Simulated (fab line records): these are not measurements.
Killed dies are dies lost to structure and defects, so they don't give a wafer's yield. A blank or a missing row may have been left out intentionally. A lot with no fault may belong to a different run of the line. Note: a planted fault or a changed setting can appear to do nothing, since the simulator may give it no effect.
fab line records    flow sfq-line
record: lots: 6  wafers: 18  last-day: 92
route steps=325 shown I4@167 JJ@178 M5@198 M8@325
lots that met no fault: from a run of the same line without faults
start-h: hours from the record's first day to the start of the lot's first wafer shown    wait-h: how many hours have passed since the lot's step before this one    " same as the row above    L1.1+2: several wafers, shown together as one row    - value missing, or start not given    * or withheld: withheld    < > ~ a bound
route shown NAME@n: a module of which the file shows steps, and the number in the route of the first    usual: mean/standard deviation taken from wafers without a fault    same: alike in all rows    chamber/n: place in a boat    sites: each site's reading    _std_site: standard deviation across them    _edge_site: mean of outer sites minus mean of inner sites    radius-mm: how far each site lies from the wafer's centre    mask NAME#n: copy n    behind: the tool/chamber that last shaped the wafer    hold: cause of the lot's hold/its duration in hours/its outcome    device: names the non-switching transistor (n, p or np)    end of line: tests of these same wafers at the route's end    for a step that has no rows: nothing shown but its recipe    killed: dies that structure and defects cost at the first sort, which is not the same as the wafer's yield    map: shows each die of a wafer: x if killed, . if not, _ if none is there
set.NAME: the setting that was run; set.NAME@STEP: the one run at that earlier step    model.NAME: the simulator's own value behind a step, which no gauge read
lots at some steps of the route; a table a step, a row a wafer
services: a tool's chamber out of use, with start hour (start-h, from the record's first day; less than 0 if before it), hours out, and reason
== steps ==
step: SFQ_TRILAYER_I4_VIA_LITHO_COAT_108
recipe: resist: BARC  spin-rpm: 3000  resist-thk-nm: 62
step: SFQ_TRILAYER_I4_VIA_LITHO_COAT_103
recipe: resist: KrF  spin-rpm: 3000  resist-thk-nm: 650
step: SFQ_TRILAYER_I4_VIA_LITHO_SOFTBAKE_107
recipe: temp-c: withheld  time-s: withheld  resist: KrF
step: SFQ_TRILAYER_I4_VIA_LITHO_EXPOSE_104
recipe: mask-id: I4  na: 0.6  source-shape: conventional  sigma-outer: 0.65  target-cd-nm: 700  dose-mj: 21.3
step: SFQ_TRILAYER_I4_VIA_LITHO_PEB_106
recipe: peb-temp-c: 115  peb-time-s: 60  resist: KrF
step: SFQ_TRILAYER_I4_VIA_LITHO_DEVELOP_105
recipe: time-s: 60  resist: KrF
step: SFQ_I4_OVL_MEAS_928
usual: I4_OVL: -3/5.5
lot.wafer  tool        chamber  start-h  wait-h  I4_OVL[nm]
L474.1     overlay-02  -        1477.48  0.1     -14
L474.2     "           -        "        "       -9
L474.6     "           -        "        "       -12
L476.2     overlay-02  -        1483.90  0.1     1
L476.5     "           -        "        "       -3
L476.6     "           -        "        "       2
L480.1     overlay-02  -        1491.10  0.1     -9
L480.2     "           -        "        "       -10
L480.6     "           -        "        "       -13
L481.2     overlay-02  -        1494.70  0.1     -13
L481.5     "           -        "        "       -9
L481.6     "           -        "        "       -6
L482.2     overlay-02  -        1499.50  0.1     -9
L482.4     "           -        "        "       -3
L482.6     "           -        "        "       -8
L484.2     overlay-02  -        1505.50  0.1     -1
L484.4     "           -        "        "       -5
L484.5     "           -        "        "       3
step: SFQ_TRILAYER_I4_VIA_BARC_OPEN_VIA_ETCH_146
recipe: mask-material: PR  chemistry: O2  target-depth-nm: 125  target: BARC  source-w: 500  bias-w: 80  pressure-mtorr: 30  time-s: 41.7
step: SFQ_TRILAYER_I4_VIA_ETCH_VIA_ETCH_106
recipe: target: SiO2  stop-on: Nb  mask-material: PR  taper-deg: 20  chemistry: CHF3  target-depth-nm: 260  source-w: 500  bias-w: 80  pressure-mtorr: 30  time-s: withheld
usual: chamber-pressure-mTorr: 30.001/0.029  drypump-motor-current-A: 5.6/0.46  oes-product-au: 0.853/0.0054
lot.wafer  tool         chamber  start-h  wait-h  chamber-pressure-mTorr  drypump-motor-current-A  oes-product-au
L474.1     rie-diel-01  0        1477.55  0.0     30.001                  5.7                      0.854
L474.2     "            3        "        "       30.028                  5.3                      0.852
L474.6     "            1        "        "       30.011                  5.5                      0.858
L476.2     rie-diel-02  1        1483.97  0.0     30.019                  5.0                      0.857
L476.5     "            2        "        "       29.962                  5.0                      0.860
L476.6     "            3        "        "       30.087                  5.9                      0.848
L480.1     rie-diel-04  1        1491.17  0.0     29.963                  5.4                      0.862
L480.2     "            2        "        "       29.963                  5.4                      0.853
L480.6     "            3        "        "       30.004                  6.1                      0.850
L481.2     rie-diel-02  2        1494.77  0.0     30.026                  5.0                      0.850
L481.5     "            2        "        "       29.999                  5.0                      0.840
L481.6     "            3        "        "       30.049                  5.8                      0.854
L482.2     rie-diel-02  2        1499.57  0.0     29.962                  5.0                      0.853
L482.4     "            0        "        "       29.931                  5.5                      0.852
L482.6     "            0        "        "       29.928                  5.5                      0.851
L484.2     rie-diel-04  0        1505.57  0.0     29.987                  5.7                      0.851
L484.4     "            3        "        "       30.042                  6.1                      0.845
L484.5     "            2        "        "       29.977                  5.3                      0.845
step: SFQ_TRILAYER_I4_VIA_STRIP_STRIP_107
recipe: gas: O2  power-w: 200  platen-temp-c: 40  overash-fraction: 0.65  chemistry: O2  pressure-mtorr: 50
step: SFQ_TRILAYER_I4_VIA_STRIP_SOLV_CLEAN_108
recipe: chemistry: NMP  temp-c: 70  time-s: 600
step: SFQ_TRILAYER_JJ_TRILAYER_DEP_PRE_CLEAN_113
recipe: gas: Ar  time-s: 22.5  bias-v: 250
step: SFQ_TRILAYER_JJ_TRILAYER_DEP_SPUTTER_109
recipe: material: Nb  base-pressure-pa: 1.33e-06  chamber-pressure-pa: 0.1333  substrate-temp-c: 20  target-thk-nm: 150  power-w: 2000  time-s: 100
usual: cathode-dc-power-W: 2000.0/0.38  throttle-valve-pct: 29.8/0.73
lot.wafer  tool            chamber  start-h  wait-h  cathode-dc-power-W  throttle-valve-pct  model.Nb_of_TRILAYER_JJ_TRILAYER_DEP_SPUTTER_109.thk-nm
L474.1     pvd-sputter-03  -        1478.48  0.0     2000.2              29.8                155.2
L474.2     "               -        "        "       1999.5              30.7                150.8
L474.6     "               -        "        "       1999.4              30.5                151.6
L476.2     pvd-sputter-04  -        1484.89  0.0     2000.1              30.4                152.6
L476.5     "               -        "        "       2000.1              29.2                150.6
L476.6     "               -        "        "       2000.2              31.2                150.7
L480.1     pvd-sputter-05  -        1492.69  0.0     1999.8              28.9                150.2
L480.2     "               -        "        "       1999.5              30.3                151.8
L480.6     "               -        "        "       2000.2              29.2                151.6
L481.2     pvd-sputter-03  -        1495.71  0.0     2000.8              30.0                150.3
L481.5     "               -        "        "       1999.6              29.7                152.6
L481.6     "               -        "        "       2543.8              29.0                190.8
L482.2     pvd-sputter-03  -        1500.49  0.0     1999.9              29.7                152.6
L482.4     "               -        "        "       2543.4              29.3                190.8
L482.6     "               -        "        "       2000.1              30.7                150
L484.2     pvd-sputter-05  -        1506.49  0.0     1999.8              29.5                151.6
L484.4     "               -        "        "       2000.0              29.3                151.6
L484.5     "               -        "        "       2000.1              29.7                151
step: SFQ_TRILAYER_JJ_TRILAYER_DEP_SPUTTER_110
recipe: material: Al  base-pressure-pa: 1.33e-06  target-thk-nm: 8  power-w: 500  time-s: 10  chamber-pressure-pa: 0.4
step: SFQ_TRILAYER_JJ_TRILAYER_DEP_AL_OXIDATION_111
recipe: pressure-mbar: 0.014667  oxidation-time-s: 600  temperature-k: 293
step: SFQ_TRILAYER_JJ_TRILAYER_DEP_SPUTTER_112
recipe: material: Nb  base-pressure-pa: 1.33e-06  chamber-pressure-pa: 0.1333  substrate-temp-c: 20  target-thk-nm: 170  power-w: 2000  time-s: 113.3
usual: cathode-dc-power-W: 2000.0/0.34  throttle-valve-pct: 29.8/0.72
lot.wafer  tool            chamber  start-h  wait-h  cathode-dc-power-W  throttle-valve-pct
L474.1     pvd-sputter-03  -        1479.57  0.5     2000.4              29.9
L474.2     "               -        "        "       2000.1              30.5
L474.6     "               -        "        "       2000.1              30.5
L476.2     pvd-sputter-04  -        1485.98  0.5     2000.7              30.2
L476.5     "               -        "        "       2000.2              29.1
L476.6     "               -        "        "       2000.1              31.3
L480.1     pvd-sputter-05  -        1493.78  0.5     1999.6              28.7
L480.2     "               -        "        "       2000.5              30.0
L480.6     "               -        "        "       2000.2              29.6
L481.2     pvd-sputter-03  -        1496.80  0.5     2000.2              29.9
L481.5     "               -        "        "       1999.9              30.0
L481.6     "               -        "        "       2000.0              29.2
L482.2     pvd-sputter-03  -        1501.58  0.5     2000.2              29.5
L482.4     "               -        "        "       1999.7              29.2
L482.6     "               -        "        "       2000.0              30.5
L484.2     pvd-sputter-05  -        1507.58  0.5     2000.2              29.8
L484.4     "               -        "        "       1999.9              29.5
L484.5     "               -        "        "       2000.0              29.7
step: SFQ_JJ_RS_MEAS_929
recipe: thk-meas-gauge: four-point-probe  reads: Nb_of_TRILAYER_JJ_TRILAYER_DEP_SPUTTER_112
usual: JJ_NB_RS: 1.052/0.011
lot.wafer  tool           chamber  start-h  wait-h  JJ_NB_RS[ohm/sq]
L474.1     film-metro-01  -        1479.66  0.0     1.045
L474.2     "              -        "        "       1.057
L474.6     "              -        "        "       1.059
L476.2     film-metro-01  -        1486.08  0.1     1.059
L476.5     "              -        "        "       1.061
L476.6     "              -        "        "       1.063
L480.1     film-metro-03  -        1493.86  0.0     1.055
L480.2     "              -        "        "       1.069
L480.6     "              -        "        "       1.043
L481.2     film-metro-01  -        1496.90  0.1     1.040
L481.5     "              -        "        "       1.042
L481.6     "              -        "        "       1.038
L482.2     film-metro-04  -        1501.68  0.1     1.055
L482.4     "              -        "        "       1.053
L482.6     "              -        "        "       1.077
L484.2     film-metro-03  -        1507.68  0.1     1.030
L484.4     "              -        "        "       1.039
L484.5     "              -        "        "       1.030
step: SFQ_TRILAYER_JJ_CE_LITHO_COAT_119
recipe: resist: BARC  spin-rpm: 3000  resist-thk-nm: 62
step: SFQ_TRILAYER_JJ_CE_LITHO_COAT_114
recipe: resist: KrF  spin-rpm: 3000  resist-thk-nm: 600
step: SFQ_TRILAYER_JJ_CE_LITHO_SOFTBAKE_118
recipe: temp-c: withheld  time-s: withheld  resist: KrF
step: SFQ_TRILAYER_JJ_CE_LITHO_EXPOSE_115
recipe: mask-id: J5  na: 0.6  source-shape: conventional  sigma-outer: 0.65  target-cd-nm: 700  dose-mj: 14.4
step: SFQ_TRILAYER_JJ_CE_LITHO_PEB_117
recipe: peb-temp-c: 115  peb-time-s: 60  resist: KrF
step: SFQ_TRILAYER_JJ_CE_LITHO_DEVELOP_116
recipe: time-s: 60  resist: KrF
step: SFQ_JJ_OVL_MEAS_931
usual: J5_OVL: 0/5.2
lot.wafer  tool        chamber  start-h  wait-h  J5_OVL[nm]
L474.1     overlay-02  -        1487.50  0.1     -1
L474.2     "           -        "        "       -4
L474.6     "           -        "        "       -1
L476.2     overlay-02  -        1495.90  0.1     -2
L476.5     "           -        "        "       5
L476.6     "           -        "        "       -7
L480.1     overlay-02  -        1506.70  0.1     0
L480.2     "           -        "        "       -2
L480.6     "           -        "        "       -1
L481.2     overlay-02  -        1507.90  0.1     3
L481.5     "           -        "        "       6
L481.6     "           -        "        "       7
L482.2     overlay-02  -        1518.04  0.1     5
L482.4     "           -        "        "       0
L482.6     "           -        "        "       -2
L484.2     overlay-02  -        1612.73  0.1     -7
L484.4     "           -        "        "       5
L484.5     "           -        "        "       2
step: SFQ_TRILAYER_JJ_CE_METRO_MEASURE_117
usual: cd-nm: 700.2/1.1
lot.wafer  tool       chamber  start-h  wait-h  cd-nm
L474.1     cd-sem-02  -        1487.53  0.0     700.3
L474.2     "          -        "        "       700.5
L474.6     "          -        "        "       700.3
L476.2     cd-sem-01  -        1496.13  0.2     701.4
L476.5     "          -        "        "       700.1
L476.6     "          -        "        "       699.7
L480.1     cd-sem-01  -        1506.73  0.0     699.9
L480.2     "          -        "        "       701.7
L480.6     "          -        "        "       702.3
L481.2     cd-sem-02  -        1508.13  0.2     700.4
L481.5     "          -        "        "       701.1
L481.6     "          -        "        "       700.1
L482.2     cd-sem-01  -        1518.27  0.2     698.2
L482.4     "          -        "        "       698.4
L482.6     "          -        "        "       697.4
L484.2     cd-sem-01  -        1612.96  0.2     701.9
L484.4     "          -        "        "       701.2
L484.5     "          -        "        "       701.4
step: SFQ_TRILAYER_JJ_CE_BARC_OPEN_RIE_150
recipe: mask-material: PR  chemistry: O2  target-depth-nm: 240  target: BARC  icp-w: 600  bias-w: 80  pressure-mtorr: 10  time-s: 80
usual: chamber-pressure-mTorr: 10.000/0.012  drypump-motor-current-A: 6.0/0.44  oes-product-au: 0.538/0.0046
lot.wafer  tool          chamber  start-h  wait-h  chamber-pressure-mTorr  drypump-motor-current-A  oes-product-au  rf-hours-counter-h
L474.1     rie-metal-02  1        1488.73  1.0     10.009                  5.9                      0.538           41
L474.2     "             0        "        "       10.005                  6.3                      0.538           92
L474.6     "             1        "        "       10.013                  5.9                      0.532           -
L476.2     rie-metal-03  0        1497.13  0.8     9.985                   6.6                      0.535           70
L476.5     "             1        "        "       10.003                  5.7                      0.538           -
L476.6     "             0        "        "       10.004                  6.6                      0.539           -
L480.1     rie-metal-02  0        1507.93  1.0     9.994                   6.2                      0.535           97
L480.2     "             1        "        "       9.987                   5.9                      0.536           45
L480.6     "             0        "        "       9.991                   6.2                      0.537           -
L481.2     rie-metal-02  0        1509.13  0.8     10.005                  6.3                      0.536           97
L481.5     "             0        "        "       9.999                   6.3                      0.537           -
L481.6     "             1        "        "       10.005                  5.9                      0.538           -
L482.2     rie-metal-04  1        1519.27  0.8     10.002                  5.1                      0.540           71
L482.4     "             1        "        "       9.988                   5.2                      0.548           -
L482.6     "             0        "        "       9.994                   6.4                      0.544           -
L484.2     rie-metal-02  1        1613.96  0.8     10.009                  5.9                      0.541           61
L484.4     "             1        "        "       10.012                  5.9                      0.531           -
L484.5     "             0        "        "       9.988                   6.3                      0.537           -
step: SFQ_TRILAYER_JJ_CE_ETCH_RIE_118
recipe: target: Nb  stop-on: Al2O3  mask-material: PR  taper-deg: 13.257  over-etch-frac: 0.15  time-s: 97.7  chemistry: SF6  target-depth-nm: 170  icp-w: 600  bias-w: 80  pressure-mtorr: 10
step: SFQ_TRILAYER_JJ_ANODIZE_ANODIZE_119
recipe: current-density-ma-cm2: withheld  end-current-density-ma-cm2: withheld  bath-temp-c: withheld
step: SFQ_TRILAYER_JJ_CE_STRIP_STRIP_120
recipe: gas: O2  power-w: 200  platen-temp-c: 40  overash-fraction: 0.65  chemistry: O2  pressure-mtorr: 50
usual: chamber-pressure-mTorr: 50.00/0.042  drypump-motor-current-A: 6.0/0.48  oes-product-au: 1.003/0.012
lot.wafer  tool          chamber  start-h  wait-h  chamber-pressure-mTorr  drypump-motor-current-A  oes-product-au  rf-hours-counter-h
L474.1     rie-metal-02  0        1489.43  0.0     49.96                   6.2                      1.020           92
L474.2     "             1        "        "       49.98                   5.9                      1.003           41
L474.6     "             1        "        "       49.92                   5.9                      1.003           -
L476.2     rie-metal-03  1        1497.83  0.0     50.06                   5.7                      1.017           65
L476.5     "             0        "        "       50.04                   6.6                      0.988           -
L476.6     "             1        "        "       49.98                   5.8                      1.011           -
L480.1     rie-metal-04  1        1508.63  0.0     49.97                   5.2                      0.996           69
L480.2     "             0        "        "       49.95                   6.4                      0.984           75
L480.6     "             1        "        "       49.91                   5.2                      1.007           -
L481.2     rie-metal-03  0        1509.83  0.0     49.99                   6.6                      0.989           73
L481.5     "             1        "        "       49.85                   5.7                      1.006           -
L481.6     "             0        "        "       49.99                   6.6                      0.992           -
L482.2     rie-metal-02  1        1519.97  0.0     50.11                   5.9                      1.001           47
L482.4     "             1        "        "       49.98                   5.9                      1.012           -
L482.6     "             1        "        "       50.02                   5.9                      1.002           -
L484.2     rie-metal-04  1        1615.16  0.0     49.96                   5.1                      1.003           86
L484.4     "             0        "        "       50.00                   6.4                      0.994           -
L484.5     "             1        "        "       50.00                   5.1                      1.004           -
step: SFQ_TRILAYER_JJ_CE_STRIP_SOLV_CLEAN_121
recipe: chemistry: NMP  temp-c: 70  time-s: 600
step: SFQ_TRILAYER_M5_LITHO_COAT_128
recipe: resist: BARC  spin-rpm: 3000  resist-thk-nm: 62
step: SFQ_TRILAYER_M5_LITHO_COAT_123
recipe: resist: KrF  spin-rpm: 3000  resist-thk-nm: 600
step: SFQ_TRILAYER_M5_LITHO_SOFTBAKE_127
recipe: temp-c: withheld  time-s: withheld  resist: KrF
step: SFQ_TRILAYER_M5_LITHO_EXPOSE_124
recipe: mask-id: M5  na: 0.6  source-shape: conventional  sigma-outer: 0.65  target-cd-nm: 700  dose-mj: 14.4
step: SFQ_TRILAYER_M5_LITHO_PEB_126
recipe: peb-temp-c: 115  peb-time-s: 60  resist: KrF
step: SFQ_TRILAYER_M5_LITHO_DEVELOP_125
recipe: time-s: 60  resist: KrF
step: SFQ_M5_OVL_MEAS_932
usual: M5_OVL: 0/5
lot.wafer  tool        chamber  start-h  wait-h  M5_OVL[nm]
L474.1     overlay-02  -        1594.60  0.1     5
L474.2     "           -        "        "       6
L474.6     "           -        "        "       7
L476.2     overlay-02  -        1600.73  0.1     -5
L476.5     "           -        "        "       -3
L476.6     "           -        "        "       4
L480.1     overlay-02  -        1615.13  0.1     -1
L480.2     "           -        "        "       -7
L480.6     "           -        "        "       -4
L481.2     overlay-02  -        1618.73  0.1     5
L481.5     "           -        "        "       6
L481.6     "           -        "        "       5
L482.2     overlay-02  -        1636.76  0.1     -6
L482.4     "           -        "        "       -6
L482.6     "           -        "        "       -2
L484.2     overlay-01  -        1722.16  0.1     -5
L484.4     "           -        "        "       -7
L484.5     "           -        "        "       0
step: SFQ_TRILAYER_M5_BARC_OPEN_METAL_ETCH_161
recipe: mask-material: PR  chemistry: O2  target-depth-nm: 125  target: BARC  icp-w: 600  bias-w: 80  pressure-mtorr: 10  time-s: 41.7
step: SFQ_TRILAYER_M5_ETCH_METAL_ETCH_126
recipe: target: Nb  stop-on: SiO2  mask-material: PR  over-etch-frac: 0.15  time-s: 203.2  chemistry: Cl2/BCl3  target-depth-nm: 265  icp-w: 600  bias-w: 80  pressure-mtorr: 10
usual: chamber-pressure-mTorr: 9.999/0.0092  drypump-motor-current-A: 6.0/0.49  oes-product-au: 0.729/0.0058
lot.wafer  tool          chamber  start-h  wait-h  chamber-pressure-mTorr  drypump-motor-current-A  oes-product-au  rf-hours-counter-h  model.etch.depth-nm  model.M5.feature-depth-nm
L474.1     rie-metal-01  1        1594.70  0.0     9.995                   6.1                      0.743           15                  155.2                167.5
L474.2     "             0        "        "       10.003                  6.0                      0.734           52                  150.8                163.1
L474.6     "             0        "        "       9.993                   6.0                      0.734           -                   151.6                164
L476.2     rie-metal-04  0        1600.82  0.0     10.003                  6.4                      0.742           90                  152.6                164.8
L476.5     "             0        "        "       10.004                  6.4                      0.729           -                   150.6                162.8
L476.6     "             1        "        "       9.993                   5.2                      0.729           -                   150.7                163.1
L480.1     rie-metal-01  0        1615.22  0.0     9.995                   5.9                      0.736           56                  150.2                162.8
L480.2     "             1        "        "       9.991                   6.1                      0.736           18                  151.8                164.1
L480.6     "             0        "        "       10.013                  5.9                      0.734           -                   151.6                164.1
L481.2     rie-metal-01  0        1618.82  0.0     10.008                  5.9                      0.730           56                  150.3                162.8
L481.5     "             0        "        "       10.002                  5.9                      0.741           -                   152.6                165.1
L481.6     "             1        "        "       9.993                   6.1                      0.832           -                   190.8                203.1
L482.2     rie-metal-04  1        1636.85  0.0     10.003                  5.1                      0.722           88                  152.6                165
L482.4     "             0        "        "       9.998                   6.4                      0.824           -                   190.8                202.8
L482.6     "             0        "        "       10.007                  6.4                      0.733           -                   150                  162.1
L484.2     rie-metal-01  1        1722.25  0.0     10.015                  6.1                      0.725           30                  151.6                163.8
L484.4     "             0        "        "       9.999                   6.0                      0.733           -                   151.6                164
L484.5     "             1        "        "       10.000                  6.1                      0.725           -                   151                  163.2
step: SFQ_TRILAYER_M5_STRIP_STRIP_127
recipe: gas: O2  power-w: 200  platen-temp-c: 40  overash-fraction: 0.65  chemistry: O2  pressure-mtorr: 50
step: SFQ_TRILAYER_M5_STRIP_SOLV_CLEAN_128
recipe: chemistry: NMP  temp-c: 70  time-s: 600
step: SFQ_M8_BOW_MEAS_951
recipe: mode: bow
usual: M8_BOW: 8/13
lot.wafer  tool           chamber  start-h  wait-h  M8_BOW[um]  model.etest.m5.ohm-um  model.etest.i4.link-ohm  model.etest.m5.ohm-sq  model.etest.i5.link-ohm
L474.1     film-metro-02  -        1937.42  0.0     4           1.641                  2.143                    1.149                  2.221
L474.2     "              -        "        "       3           1.694                  2.162                    1.182                  2.253
L474.6     "              -        "        "       -4          1.683                  2.166                    1.176                  2.252
L476.2     film-metro-03  -        1943.00  0.0     14          1.673                  2.154                    1.169                  2.23
L476.5     "              -        "        "       7           1.695                  2.166                    1.184                  2.255
L476.6     "              -        "        "       17          1.691                  2.166                    1.183                  2.257
L480.1     film-metro-04  -        1976.34  0.0     8           1.706                  2.176                    1.187                  2.275
L480.2     "              -        "        "       9           1.684                  2.164                    1.175                  2.255
L480.6     "              -        "        "       18          1.693                  2.156                    1.177                  2.242
L481.2     film-metro-02  -        2122.24  0.0     6           1.707                  2.176                    1.187                  2.275
L481.5     "              -        "        "       7           1.679                  2.155                    1.169                  2.248
L481.6     "              -        "        "       12          1.341                  1.909                    0.9347                 2.021
L482.2     film-metro-02  -        2123.44  0.0     49          1.666                  2.164                    1.169                  2.251
L482.4     "              -        "        "       51          1.334                  1.909                    0.935                  2.023
L482.6     "              -        "        "       44          1.699                  2.194                    1.189                  2.262
L484.2     film-metro-02  -        2204.12  0.0     24          1.685                  2.177                    1.177                  2.267
L484.4     "              -        "        "       38          1.686                  2.167                    1.176                  2.271
L484.5     "              -        "        "       17          1.692                  2.171                    1.181                  2.277
== services ==
tool            chamber  start-h  hours  kind
cd-sem-01       -        1478.13  1.4    pm
cd-sem-01       -        1485.44  5.7    pm
cd-sem-01       -        1503.83  1.8    pm
rie-diel-04     1        1506.79  3.6    repair
cd-sem-02       -        1515.00  0.4    pm
rie-metal-01    -        1517.30  0.2    repair
rie-diel-02     -        1533.12  0.5    repair
rie-metal-02    0        1534.17  10.0   repair
rie-diel-02     1        1546.15  6.4    repair
rie-metal-04    -        1548.16  1.5    repair
rie-metal-03    0        1555.83  1.6    repair
rie-metal-03    1        1555.89  18.7   repair
rie-metal-02    1        1559.61  5.3    repair
rie-metal-02    -        1561.31  1.4    pm
cd-sem-01       -        1561.56  0.3    pm
pvd-sputter-03  -        1565.18  1.0    repair
rie-diel-02     3        1585.81  10.6   repair
rie-diel-02     1        1629.71  30.8   repair
rie-diel-02     2        1632.74  4.2    repair
cd-sem-01       -        1669.44  0.9    pm
pvd-sputter-03  -        1670.05  4.5    repair
rie-metal-02    -        1678.56  2.8    pm
cd-sem-01       -        1687.83  0.4    pm
rie-diel-02     1        1719.71  1.4    repair
== key ==
first-sign: step: SFQ_TRILAYER_JJ_TRILAYER_DEP_SPUTTER_109  reading: cathode-dc-power-W  direction: up  sigmas: 99+  usual: 2000.0  struck: 2543.6
effect: step: SFQ_TRILAYER_M5_ETCH_METAL_ETCH_126  reading: oes-product-au  direction: up  sigmas: 17  usual: 0.729  struck: 0.828
model-effect: step: SFQ_TRILAYER_JJ_TRILAYER_DEP_SPUTTER_109  value: Nb_of_TRILAYER_JJ_TRILAYER_DEP_SPUTTER_109.thk-nm  without: 150.1  struck: 190.8
model-effect: step: SFQ_TRILAYER_M5_ETCH_METAL_ETCH_126  value: etch.depth-nm  without: 150.1  struck: 190.8
model-effect: step: SFQ_M8_BOW_MEAS_951  value: etest.m5.ohm-um  without: 1.7  struck: 1.337
met-at SFQ_TRILAYER_JJ_TRILAYER_DEP_SPUTTER_109
struck-wafers L481.6,L482.4
fault: kind: process-parameter-drift  tool: pvd-sputter-03  chamber: -  onset-h: 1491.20  steps: SFQ_TRILAYER_JJ_TRILAYER_DEP_SPUTTER_109  channel: power-w  offset: 543.11  shape: step  end-h: 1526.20  acts-in: these-recipes-only  stated: 2000  scope: struck-wafers-only
